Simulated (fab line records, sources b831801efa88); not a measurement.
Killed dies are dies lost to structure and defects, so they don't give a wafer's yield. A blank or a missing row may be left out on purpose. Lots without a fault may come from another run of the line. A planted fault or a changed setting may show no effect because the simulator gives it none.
fab line records | flow sfq_line
record lots=5 wafers=23
route steps=325 shown M4@152 I4@168 JJ@180 M5@198 A5B@209 R5@217 I5@230 C5@247 M6@255
start_h: hours from the record's first day to the start of the lot's first wafer shown | wait_h: hours since the lot's step before | " the same as in the row above | L1.1+2: a row that stands for several wafers | - no value, or no start given | * or withheld: withheld | < > ~ a bound
route shown NAME@n: a module of which the file shows steps, and the number in the route of the first | usual: mean/standard deviation of fault-free wafers | same: alike in all rows | chamber/n: place in a boat | sites: the reading at each site | _std_site: their standard deviation | _edge_site: outer sites' mean less inner sites' | radius_mm: how far each site lies from the wafer's centre | mask NAME#n: copy n | behind: the tool/chamber that last shaped the wafer | hold: why the lot was held/for how many hours/how that ended | device: the transistor (n, p or np) that didn't switch | end of line: the same wafers' tests at the end of the route | a step without rows: its recipe alone | killed: dies lost to structure and defects at the first sort, not the wafer's yield | map: a wafer's dies, x killed, . not, _ none there
set.NAME: the setting as run; set.NAME@STEP: as run at that earlier step | model.NAME: the simulator's own value behind a step, which no gauge read
lots whose settings were changed on purpose; a table a step, a row a wafer
## steps
# step SFQ_TRILAYER_M4_LITHO_COAT_098
# recipe resist=BARC spin_rpm=3000 resist_thk_nm=62
# columns lot.wafer tool chamber start_h wait_h set.spin_rpm model.BARC_of_TRILAYER_M4_LITHO_COAT_098.thk_nm
L074.2 litho_track-01 0 831.99 0.1 3000 61.67
L074.3 " 0 " " 3000 61.71
L074.4 " 0 " " 3000 61.7
L074.5 " 0 " " 3000 61.81
L074.6 " 0 " " 3000 61.49
L076.1 litho_track-02 0 841.54 0.1 3075 61.22
L076.2 " 0 " " 3000 62.27
L076.3 " 0 " " 3000 62.12
L076.5 " 0 " " 3075 61.34
L076.6 " 0 " " 3000 62.16
L077.4 litho_track-01 0 850.09 0.2 3000 61.93
L077.5 " 0 " " 3000 61.82
L077.6 " 0 " " 3000 61.94
L078.1 litho_track-04 0 859.54 0.1 3000 61.84
L078.2 " 0 " " 3000 61.88
L078.3 " 0 " " 3000 62.05
L078.5 " 0 " " 3000 62.12
L078.6 " 0 " " 3000 62.03
L079.1 litho_track-04 0 869.14 0.1 3000 61.86
L079.2+5 " 0 " " 3000 61.8
L079.3 " 0 " " 3067 61.18
L079.4 " 0 " " 3067 61.25
# step SFQ_TRILAYER_M4_LITHO_COAT_093
# recipe resist=KrF spin_rpm=3000 resist_thk_nm=600
# columns lot.wafer tool chamber start_h wait_h set.spin_rpm
L074.2+3+4+5+6 litho_track-01 0 832.29 0.2 3000
L076.1+2+3+5+6 litho_track-02 0 841.84 0.2 3000
L077.4+5+6 litho_track-01 0 850.39 0.2 3000
L078.1+2+3+5+6 litho_track-04 0 859.84 0.2 3000
L079.1+2+4 litho_track-04 0 869.44 0.2 3000
L079.3+5 " 0 " " 2842
# step SFQ_TRILAYER_M4_LITHO_SOFTBAKE_097
# recipe temp_c=withheld time_s=withheld resist=KrF
# step SFQ_TRILAYER_M4_LITHO_EXPOSE_094
# recipe mask_id=M4 na=0.6 source_shape=conventional sigma_outer=0.65 target_cd_nm=500 dose_mj=14.4
# step SFQ_TRILAYER_M4_LITHO_DEVELOP_095
# recipe time_s=60 resist=KrF
# step SFQ_TRILAYER_M4_BARC_OPEN_METAL_ETCH_123
# recipe mask_material=PR chemistry=O2 target_depth_nm=125 target=BARC icp_w=600 bias_w=80 pressure_mtorr=10 time_s=41.7
# columns lot.wafer tool chamber start_h wait_h set.spin_rpm@TRILAYER_M4_LITHO_COAT_098 model.etch.depth_nm
L074.2+3+4+5 rie_metal-03 0,1,0,1 839.24 0.0 3000 -
L074.6 " 0 " " 3000 61.49
L076.1 rie_metal-02 1 847.64 0.0 3075 61.22
L076.2 " 0 " " 3000 62.27
L076.3 " 0 " " 3000 62.12
L076.5 " 0 " " 3075 61.34
L076.6 " 1 " " 3000 62.16
L077.4 rie_metal-03 0 857.26 0.0 3000 61.93
L077.5 " 0 " " 3000 61.82
L077.6 " 1 " " 3000 61.94
L078.1 rie_metal-02 1 869.34 0.0 3000 61.84
L078.2+3+5+6 " 1 " " 3000 -
L079.1 rie_metal-03 0 880.14 0.0 3000 61.86
L079.2+5 " 1 " " 3000 -
L079.3 " 0 " " 3067 61.18
L079.4 " 1 " " 3067 61.25
# step SFQ_TRILAYER_I4_VIA_LITHO_COAT_103
# recipe resist=KrF spin_rpm=3000 resist_thk_nm=650
# columns lot.wafer tool chamber start_h wait_h set.spin_rpm model.KrF_of_TRILAYER_I4_VIA_LITHO_COAT_103.thk_nm
L074.2 litho_track-03 0 853.43 0.2 2784 676
L074.3 " 0 " " 2784 674.8
L074.4 " 0 " " 3000 650.6
L074.5 " 0 " " 3000 653.2
L074.6 " 0 " " 2784 675
L076.1 litho_track-04 0 862.77 0.2 3000 649.7
L076.2 " 0 " " 3000 647.3
L076.3 " 0 " " 3000 645.6
L076.5 " 0 " " 3000 647.9
L076.6 " 0 " " 3000 646.5
L077.4 litho_track-04 0 871.92 0.2 3000 648.4
L077.5 " 0 " " 3000 650
L077.6 " 0 " " 3000 648.6
L078.1 litho_track-03 0 886.38 0.2 3000 649.3
L078.2 " 0 " " 3214 626.8
L078.3 " 0 " " 3000 650.6
L078.5 " 0 " " 3000 649.2
L078.6 " 0 " " 3214 629.6
L079.1 litho_track-01 0 895.77 0.2 2835 669.7
L079.2 " 0 " " 3000 653.3
L079.3 " 0 " " 3000 652.8
L079.4 " 0 " " 2835 671
L079.5 " 0 " " 3000 650
# step SFQ_TRILAYER_I4_VIA_BARC_OPEN_VIA_ETCH_146
# recipe mask_material=PR chemistry=O2 target_depth_nm=125 target=BARC source_w=500 bias_w=80 pressure_mtorr=30 time_s=41.7
# columns lot.wafer tool chamber start_h wait_h set.time_s set.spin_rpm@TRILAYER_I4_VIA_LITHO_COAT_103 model.KrF_of_TRILAYER_I4_VIA_LITHO_COAT_103.thk_nm
L074.2 rie_diel-01 0 998.29 0.0 44.29 2784 596.1
L074.3 " 1 " " 41.7 2784 597.6
L074.4 " 3 " " 44.29 3000 569.2
L074.5 " 3 " " 44.29 3000 571.8
L074.6 " 2 " " 41.7 2784 598.9
L076.1 rie_diel-03 1 1009.09 0.0 47.65 3000 565
L076.2 " 3 " " 47.65 3000 563.1
L076.3 " 0 " " 47.65 3000 562.8
L076.5 " 2 " " 41.7 3000 570.7
L076.6 " 3 " " 41.7 3000 569.9
L077.4 rie_diel-02 0 1013.89 0.0 41.7 3000 572.1
L077.5 " 2 " " 41.7 3000 572.5
L077.6 " 1 " " 41.7 3000 572.8
L078.1 rie_diel-03 3 1031.89 0.0 41.7 3000 572.8
L078.2 " 1 " " 38.65 3214 553.2
L078.3 " 0 " " 38.65 3000 578.5
L078.5 " 1 " " 38.65 3000 576.1
L078.6 " 0 " " 41.7 3214 553.5
L079.1 rie_diel-02 2 1044.74 0.0 41.7 2835 592.7
L079.2 " 0 " " 41.7 3000 577.4
L079.3 " 1 " " 41.7 3000 576.6
L079.4 " 2 " " 41.7 2835 593.9
L079.5 " 1 " " 41.7 3000 574.2
# step SFQ_TRILAYER_JJ_TRILAYER_DEP_SPUTTER_110
# recipe material=Al base_pressure_pa=1.33e-06 target_thk_nm=8 power_w=500 time_s=10 chamber_pressure_pa=0.4
# columns lot.wafer tool chamber start_h wait_h set.time_s model.Al_of_TRILAYER_JJ_TRILAYER_DEP_SPUTTER_110.thk_nm
L074.2 pvd_sputter-06 - 999.32 0.0 10 7.861
L074.3 " - " " 10 7.92
L074.4 " - " " 10 7.831
L074.5 " - " " 10 7.869
L074.6 " - " " 10 7.856
L076.1 pvd_sputter-05 - 1010.12 0.0 10 8.211
L076.2 " - " " 10 8.21
L076.3 " - " " 10 8.154
L076.5 " - " " 10 8.129
L076.6 " - " " 10 8.264
L077.4 pvd_sputter-06 - 1014.92 0.0 10 7.779
L077.5 " - " " 10 7.801
L077.6 " - " " 10 7.751
L078.1 pvd_sputter-05 - 1032.92 0.0 10 8.286
L078.2 " - " " 8.565 7.072
L078.3 " - " " 8.565 7.152
L078.5 " - " " 10 8.282
L078.6 " - " " 8.565 7.215
L079.1 pvd_sputter-05 - 1045.77 0.0 10 8.098
L079.2 " - " " 9.106 7.359
L079.3 " - " " 10 8.05
L079.4 " - " " 10 8.11
L079.5 " - " " 9.106 7.4
# step SFQ_TRILAYER_JJ_CE_LITHO_EXPOSE_115
# recipe mask_id=J5 na=0.6 source_shape=conventional sigma_outer=0.65 target_cd_nm=700 dose_mj=14.4
# columns lot.wafer tool chamber start_h wait_h mask set.dose_mj
L074.2+4+6 krf_scanner-01 0 1001.55 - J5#0 13.87
L074.3+5 " 0 " " J5#0 14.4
L076.1+2+6 krf_scanner-01 0 1012.15 - J5#0 14.4
L076.3+5 " 0 " " J5#0 15.25
L077.4+5+6 krf_scanner-01 0 1017.55 - J5#0 14.4
L078.1+3+6 krf_scanner-01 0 1034.95 - J5#0 15.32
L078.2+5 " 0 " " J5#0 14.4
L079.1+2 krf_scanner-02 0 1049.13 - J5#0 14.4
L079.3+4+5 " 0 " " J5#0 14.68
# step SFQ_TRILAYER_JJ_CE_LITHO_PEB_117
# recipe peb_temp_c=115 peb_time_s=60 resist=KrF
# columns lot.wafer tool chamber start_h wait_h set.peb_time_s
L074.2+6 litho_track-04 0 1002.57 0.8 52.48
L074.3+4+5 " 0 " " 60
L076.1+5+6 litho_track-04 0 1013.35 1.0 60
L076.2+3 " 0 " " 55.81
L077.4+5+6 litho_track-04 0 1018.22 0.5 60
L078.1+5+6 litho_track-03 0 1036.15 1.0 54.2
L078.2+3 " 0 " " 60
L079.1+2+3 litho_track-03 0 1050.33 1.0 60
L079.4+5 " 0 " " 55.15
# step SFQ_TRILAYER_JJ_CE_LITHO_DEVELOP_116
# recipe time_s=60 resist=KrF
# step SFQ_TRILAYER_JJ_CE_METRO_MEASURE_117
# usual cd_nm=700.3/1.4
# columns lot.wafer tool chamber start_h wait_h set.dose_mj@TRILAYER_JJ_CE_LITHO_EXPOSE_115 set.peb_time_s@TRILAYER_JJ_CE_LITHO_PEB_117 cd_nm
L074.2 cd_sem-01 - 1003.08 0.2 13.87 52.48 726.3
L074.3 " - " " 14.4 60 698.4
L074.4 " - " " 13.87 60 705.5
L074.5 " - " " 14.4 60 698.7
L074.6 " - " " 13.87 52.48 725.3
L076.1 cd_sem-01 - 1013.68 0.0 14.4 60 702.5
L076.2 " - " " 14.4 55.81 711.1
L076.3 " - " " 15.25 55.81 702.4
L076.5 " - " " 15.25 60 692.9
L076.6 " - " " 14.4 60 699.8
L077.4 cd_sem-02 - 1019.08 0.6 14.4 60 699.9
L077.5 " - " " 14.4 60 699.5
L077.6 " - " " 14.4 60 699.5
L078.1 cd_sem-01 - 1036.48 0.0 15.32 54.2 704.1
L078.2 " - " " 14.4 60 699.5
L078.3 " - " " 15.32 60 688.5
L078.5 " - " " 14.4 54.2 714.9
L078.6 " - " " 15.32 54.2 703.2
L079.1 cd_sem-02 - 1050.66 0.0 14.4 60 699.6
L079.2 " - " " 14.4 60 699.3
L079.3 " - " " 14.68 60 697.1
L079.4 " - " " 14.68 55.15 708.2
L079.5 " - " " 14.68 55.15 708.5
# step SFQ_TRILAYER_JJ_CE_BARC_OPEN_RIE_150
# recipe mask_material=PR chemistry=O2 target_depth_nm=240 target=BARC icp_w=600 bias_w=80 pressure_mtorr=10 time_s=80
# columns lot.wafer tool chamber start_h wait_h set.dose_mj@TRILAYER_JJ_CE_LITHO_EXPOSE_115 set.peb_time_s@TRILAYER_JJ_CE_LITHO_PEB_117 model.JJ.cd_nm
L074.2 rie_metal-02 1 1004.08 0.8 13.87 52.48 727.3
L074.3 " 0 " " 14.4 60 699.9
L074.4 " 1 " " 13.87 60 706.4
L074.5 " 0 " " 14.4 60 699.6
L074.6 " 1 " " 13.87 52.48 726.9
L076.1 rie_metal-02 0 1014.88 1.0 14.4 60 703.5
L076.2 " 1 " " 14.4 55.81 710.5
L076.3 " 1 " " 15.25 55.81 702.2
L076.5 " 0 " " 15.25 60 692.8
L076.6 " 1 " " 14.4 60 700.2
L077.4 rie_metal-02 1 1019.71 0.4 14.4 60 700.2
L077.5 " 1 " " 14.4 60 699.2
L077.6 " 0 " " 14.4 60 700.9
L078.1 rie_metal-02 0 1037.68 1.0 15.32 54.2 705.5
L078.2 " 1 " " 14.4 60 699.9
L078.3 " 0 " " 15.32 60 689.4
L078.5 " 0 " " 14.4 54.2 715.4
L078.6 " 1 " " 15.32 54.2 702.8
L079.1 rie_metal-01 0 1051.86 1.0 14.4 60 701.6
L079.2 " 1 " " 14.4 60 699.2
L079.3 " 0 " " 14.68 60 697.7
L079.4 " 1 " " 14.68 55.15 707.3
L079.5 " 1 " " 14.68 55.15 709
# step SFQ_TRILAYER_JJ_CE_ETCH_RIE_118
# recipe target=Nb stop_on=Al2O3 mask_material=PR taper_deg=13.257 over_etch_frac=0.15 time_s=97.7 chemistry=SF6 target_depth_nm=170 icp_w=600 bias_w=80 pressure_mtorr=10
# columns lot.wafer tool chamber start_h wait_h set.dose_mj@TRILAYER_JJ_CE_LITHO_EXPOSE_115 set.peb_time_s@TRILAYER_JJ_CE_LITHO_PEB_117 model.JJ.cd_nm
L074.2 rie_metal-02 1 1004.18 0.1 13.87 52.48 726.8
L074.3 " 0 " " 14.4 60 699
L074.4 " 1 " " 13.87 60 706.8
L074.5 " 0 " " 14.4 60 698.6
L074.6 " 1 " " 13.87 52.48 726.4
L076.1 rie_metal-02 0 1014.98 0.1 14.4 60 702.4
L076.2 " 1 " " 14.4 55.81 710.5
L076.3 " 1 " " 15.25 55.81 702.5
L076.5 " 0 " " 15.25 60 692
L076.6 " 1 " " 14.4 60 700
L077.4 rie_metal-02 1 1019.81 0.1 14.4 60 700.5
L077.5 " 1 " " 14.4 60 699.4
L077.6 " 0 " " 14.4 60 699.9
L078.1 rie_metal-02 0 1037.78 0.1 15.32 54.2 704.6
L078.2 " 1 " " 14.4 60 699.9
L078.3 " 0 " " 15.32 60 688.3
L078.5 " 0 " " 14.4 54.2 713.9
L078.6 " 1 " " 15.32 54.2 702.1
L079.1 rie_metal-01 0 1051.95 0.1 14.4 60 701.2
L079.2 " 1 " " 14.4 60 699.5
L079.3 " 0 " " 14.68 60 697.5
L079.4 " 1 " " 14.68 55.15 708
L079.5 " 1 " " 14.68 55.15 709.5
# step SFQ_TRILAYER_M5_LITHO_COAT_128
# recipe resist=BARC spin_rpm=3000 resist_thk_nm=62
# columns lot.wafer tool chamber start_h wait_h set.spin_rpm model.BARC_of_TRILAYER_M5_LITHO_COAT_128.thk_nm
L074.2 litho_track-01 0 1005.61 0.1 3000 61.95
L074.3 " 0 " " 3217 59.71
L074.4 " 0 " " 3217 59.82
L074.5 " 0 " " 3000 62.02
L074.6 " 0 " " 3000 61.92
L076.1 litho_track-01 0 1016.36 0.0 3000 61.84
L076.2 " 0 " " 3000 61.85
L076.3+5 " 0 " " 3000 61.86
L076.6 " 0 " " 3000 61.93
L077.4 litho_track-01 0 1021.31 0.1 3000 62.08
L077.5 " 0 " " 3000 62
L077.6 " 0 " " 3000 62.03
L078.1 litho_track-01 0 1039.16 0.0 3000 61.98
L078.2 " 0 " " 3000 61.78
L078.3 " 0 " " 3000 61.83
L078.5+6 " 0 " " 3000 61.94
L079.1 litho_track-01 0 1053.33 0.0 3000 61.99
L079.2 " 0 " " 2867 63.31
L079.3 " 0 " " 2867 63.53
L079.4 " 0 " " 3000 62.08
L079.5 " 0 " " 3000 62.1
# step SFQ_TRILAYER_A5B_DEP_PECVD_129
# recipe material=SiO2 temp_c=150 time_s=133.33 pressure_torr=2.4 rf_w=183.3 precursor=SiH4/N2O target_thk_nm=600
# columns lot.wafer tool chamber start_h wait_h set.rf_w model.SiO2_of_TRILAYER_A5B_DEP_PECVD_129.thk_nm
L074.2 pecvd-01 1 1158.52 0.0 183.3 588.7
L074.3 " 2 " " 183.3 579.8
L074.4 " 1 " " 194.6 612
L074.5 " 2 " " 194.6 607.3
L074.6 " 0 " " 194.6 600.2
L076.1 pecvd-01 0 1166.93 0.0 163.2 577.8
L076.2 " 1 " " 183.3 605.2
L076.3 " 2 " " 163.2 584.9
L076.5 " 0 " " 183.3 611.7
L076.6 " 1 " " 163.2 592
L077.4 pecvd-02 2 1170.56 0.0 183.3 592.3
L077.5 " 1 " " 183.3 593.3
L077.6 " 0 " " 183.3 596.8
L078.1 pecvd-01 0 1184.92 0.0 202.7 617.5
L078.2 " 2 " " 202.7 621.2
L078.3 " 0 " " 202.7 620.5
L078.5 " 0 " " 183.3 604.8
L078.6 " 2 " " 183.3 603.2
L079.1 pecvd-01 2 1197.04 0.0 183.3 600.8
L079.2 " 1 " " 183.3 605.9
L079.3 " 0 " " 169.5 583.5
L079.4 " 1 " " 183.3 611.4
L079.5 " 2 " " 169.5 600.3
# step SFQ_TRILAYER_R5_LITHO_COAT_141
# recipe resist=BARC spin_rpm=3000 resist_thk_nm=62
# columns lot.wafer tool chamber start_h wait_h set.spin_rpm model.BARC_of_TRILAYER_R5_LITHO_COAT_141.thk_nm
L074.2 litho_track-04 0 1166.77 0.1 3223 59.89
L074.3 " 0 " " 3223 60.04
L074.4 " 0 " " 3000 62.2
L074.5 " 0 " " 3000 62.19
L074.6 " 0 " " 3223 59.64
L076.1 litho_track-02 0 1173.40 0.1 3000 61.96
L076.2 " 0 " " 3000 62.25
L076.3 " 0 " " 3000 62.2
L076.5 " 0 " " 3000 62.14
L076.6 " 0 " " 3000 61.95
L077.4 litho_track-01 0 1178.87 0.2 3000 61.76
L077.5 " 0 " " 3000 61.87
L077.6 " 0 " " 3000 61.7
L078.1 litho_track-02 0 1191.40 0.1 3186 60.01
L078.2 " 0 " " 3186 59.94
L078.3 " 0 " " 3000 61.96
L078.5 " 0 " " 3000 61.69
L078.6 " 0 " " 3186 59.91
L079.1 litho_track-01 0 1201.61 0.1 3058 61.4
L079.2 " 0 " " 3000 61.97
L079.3+4 " 0 " " 3000 62.09
L079.5 " 0 " " 3058 61.31
# step SFQ_TRILAYER_I5_LITHO_COAT_144
# recipe resist=KrF spin_rpm=3000 resist_thk_nm=650
# columns lot.wafer tool chamber start_h wait_h set.resist_thk_nm model.KrF_of_TRILAYER_I5_LITHO_COAT_144.thk_nm
L074.2 litho_track-01 0 1309.67 0.2 686.6 689.8
L074.3 " 0 " " 650 651.7
L074.4 " 0 " " 650 651.5
L074.5 " 0 " " 686.6 687.8
L074.6 " 0 " " 650 650.6
L076.1 litho_track-01 0 1316.82 0.2 650 651.2
L076.2 " 0 " " 650 653.2
L076.3 " 0 " " 627.5 631.4
L076.5 " 0 " " 650 652
L076.6 " 0 " " 627.5 631.2
L077.4 litho_track-01 0 1320.57 0.2 650 649.7
L077.5 " 0 " " 650 652.7
L077.6 " 0 " " 650 651.9
L078.1 litho_track-01 0 1336.02 0.2 670.4 672
L078.2 " 0 " " 650 653
L078.3 " 0 " " 670.4 671.8
L078.5 " 0 " " 650 651.1
L078.6 " 0 " " 650 651.9
L079.1 litho_track-04 0 1337.22 0.2 650 651.3
L079.2 " 0 " " 615.8 617.6
L079.3 " 0 " " 650 650.9
L079.4 " 0 " " 615.8 617.3
L079.5 " 0 " " 615.8 616.8
# step SFQ_TRILAYER_C5_BARC_OPEN_VIA_ETCH_210
# recipe mask_material=PR chemistry=O2 target_depth_nm=125 target=BARC source_w=500 bias_w=80 pressure_mtorr=30 time_s=41.7
# usual oes_product_au=0.686/0.004
# columns lot.wafer tool chamber start_h wait_h set.time_s oes_product_au
L074.2 rie_diel-01 2 1444.03 0.0 41.7 0.686
L074.3 " 0 " " 41.7 0.691
L074.4 " 1 " " 41.7 0.687
L074.5 " 2 " " 41.7 0.682
L074.6 " 1 " " 41.7 0.681
L076.1 rie_diel-04 0 1452.56 0.0 41.7 0.680
L076.2 " 1 " " 41.7 0.689
L076.3 " 2 " " 36.84 0.723
L076.5 " 0 " " 36.84 0.725
L076.6 " 3 " " 36.84 0.726
L077.4 rie_diel-01 1 1453.88 0.0 41.7 0.689
L077.5 " 1 " " 41.7 0.679
L077.6 " 2 " " 41.7 0.689
L078.1 rie_diel-01 0 1467.81 0.0 41.7 0.691
L078.2 " 3 " " 41.7 0.686
L078.3 " 2 " " 44.71 0.671
L078.5 " 1 " " 41.7 0.682
L078.6 " 2 " " 44.71 0.674
L079.1 rie_diel-03 2 1469.03 0.0 41.7 0.684
L079.2 " 0 " " 41.7 0.687
L079.3 " 3 " " 41.7 0.683
L079.4 " 1 " " 41.7 0.684
L079.5 " 2 " " 41.7 0.687
# step SFQ_TRILAYER_M6_LITHO_COAT_164
# recipe resist=BARC spin_rpm=3000 resist_thk_nm=62
# columns lot.wafer tool chamber start_h wait_h set.spin_rpm model.BARC_of_TRILAYER_M6_LITHO_COAT_164.thk_nm
L074.2 litho_track-02 0 1445.85 0.1 3165 60.35
L074.3 " 0 " " 3000 62.11
L074.4 " 0 " " 3000 62.27
L074.5 " 0 " " 3165 60.47
L074.6 " 0 " " 3165 60.6
L076.1 litho_track-03 0 1453.72 0.1 3000 61.73
L076.2 " 0 " " 2877 63.12
L076.3 " 0 " " 3000 61.74
L076.5 " 0 " " 2877 63.08
L076.6 " 0 " " 2877 63.2
L077.4 litho_track-02 0 1455.20 0.2 3000 61.99
L077.5 " 0 " " 3000 62.22
L077.6 " 0 " " 3000 62.19
L078.1 litho_track-02 0 1468.97 0.1 3000 62.26
L078.2 " 0 " " 3000 62.16
L078.3 " 0 " " 2918 62.98
L078.5 " 0 " " 2918 63.04
L078.6 " 0 " " 3000 62.27
L079.1 litho_track-03 0 1470.19 0.1 3000 61.68
L079.2 " 0 " " 2818 63.61
L079.3 " 0 " " 2818 63.63
L079.4 " 0 " " 2818 63.55
L079.5 " 0 " " 3000 61.65
## key
split step=SFQ_TRILAYER_M4_LITHO_COAT_098 setting=spin_rpm stated=3000 by=wafer
response step=SFQ_TRILAYER_M4_LITHO_COAT_098 reading=model.BARC_of_TRILAYER_M4_LITHO_COAT_098.thk_nm change=-0.323 per=1% r=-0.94
response step=SFQ_TRILAYER_M4_BARC_OPEN_METAL_ETCH_123 reading=model.etch.depth_nm change=-0.341 per=1% r=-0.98
split step=SFQ_TRILAYER_M4_LITHO_COAT_093 setting=spin_rpm stated=3000 by=wafer
response none clear
split step=SFQ_TRILAYER_I4_VIA_LITHO_COAT_103 setting=spin_rpm stated=3000 by=wafer
response step=SFQ_TRILAYER_I4_VIA_LITHO_COAT_103 reading=model.KrF_of_TRILAYER_I4_VIA_LITHO_COAT_103.thk_nm change=-3.17 per=1% r=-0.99
response step=SFQ_TRILAYER_I4_VIA_BARC_OPEN_VIA_ETCH_146 reading=model.KrF_of_TRILAYER_I4_VIA_LITHO_COAT_103.thk_nm change=-3.38 per=1% r=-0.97
split step=SFQ_TRILAYER_I4_VIA_BARC_OPEN_VIA_ETCH_146 setting=time_s stated=41.7 by=wafer
response none clear
split step=SFQ_TRILAYER_JJ_TRILAYER_DEP_SPUTTER_110 setting=time_s stated=10 by=wafer
response step=SFQ_TRILAYER_JJ_TRILAYER_DEP_SPUTTER_110 reading=model.Al_of_TRILAYER_JJ_TRILAYER_DEP_SPUTTER_110.thk_nm change=+0.0792 per=1% r=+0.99
split step=SFQ_TRILAYER_JJ_CE_LITHO_EXPOSE_115 setting=dose_mj stated=14.4 by=wafer
response step=SFQ_TRILAYER_JJ_CE_METRO_MEASURE_117 reading=cd_nm slope=-1.67 per=1% together_with=peb_time_s@TRILAYER_JJ_CE_LITHO_PEB_117 explained=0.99
response step=SFQ_TRILAYER_JJ_CE_BARC_OPEN_RIE_150 reading=model.JJ.cd_nm slope=-1.71 per=1% together_with=peb_time_s@TRILAYER_JJ_CE_LITHO_PEB_117 explained=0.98
response step=SFQ_TRILAYER_JJ_CE_ETCH_RIE_118 reading=model.JJ.cd_nm slope=-1.73 per=1% together_with=peb_time_s@TRILAYER_JJ_CE_LITHO_PEB_117 explained=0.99
split step=SFQ_TRILAYER_JJ_CE_LITHO_PEB_117 setting=peb_time_s stated=60 by=wafer
response step=SFQ_TRILAYER_JJ_CE_METRO_MEASURE_117 reading=cd_nm change=-1.59 per=1% r=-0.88
response step=SFQ_TRILAYER_JJ_CE_BARC_OPEN_RIE_150 reading=model.JJ.cd_nm change=-1.55 per=1% r=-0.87
response step=SFQ_TRILAYER_JJ_CE_ETCH_RIE_118 reading=model.JJ.cd_nm slope=-1.56 per=1% together_with=dose_mj@TRILAYER_JJ_CE_LITHO_EXPOSE_115 explained=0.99
split step=SFQ_TRILAYER_M5_LITHO_COAT_128 setting=spin_rpm stated=3000 by=wafer
response step=SFQ_TRILAYER_M5_LITHO_COAT_128 reading=model.BARC_of_TRILAYER_M5_LITHO_COAT_128.thk_nm change=-0.305 per=1% r=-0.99
split step=SFQ_TRILAYER_A5B_DEP_PECVD_129 setting=rf_w stated=183.3 by=wafer
response step=SFQ_TRILAYER_A5B_DEP_PECVD_129 reading=model.SiO2_of_TRILAYER_A5B_DEP_PECVD_129.thk_nm change=+2.04 per=1% r=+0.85
split step=SFQ_TRILAYER_R5_LITHO_COAT_141 setting=spin_rpm stated=3000 by=wafer
response step=SFQ_TRILAYER_R5_LITHO_COAT_141 reading=model.BARC_of_TRILAYER_R5_LITHO_COAT_141.thk_nm change=-0.311 per=1% r=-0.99
split step=SFQ_TRILAYER_I5_LITHO_COAT_144 setting=resist_thk_nm stated=650 by=wafer
response step=SFQ_TRILAYER_I5_LITHO_COAT_144 reading=model.KrF_of_TRILAYER_I5_LITHO_COAT_144.thk_nm change=+6.46 per=1% r=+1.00
split step=SFQ_TRILAYER_C5_BARC_OPEN_VIA_ETCH_210 setting=time_s stated=41.7 by=wafer
response step=SFQ_TRILAYER_C5_BARC_OPEN_VIA_ETCH_210 reading=oes_product_au change=-0.00301 per=1% r=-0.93
split step=SFQ_TRILAYER_M6_LITHO_COAT_164 setting=spin_rpm stated=3000 by=wafer
response step=SFQ_TRILAYER_M6_LITHO_COAT_164 reading=model.BARC_of_TRILAYER_M6_LITHO_COAT_164.thk_nm change=-0.318 per=1% r=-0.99
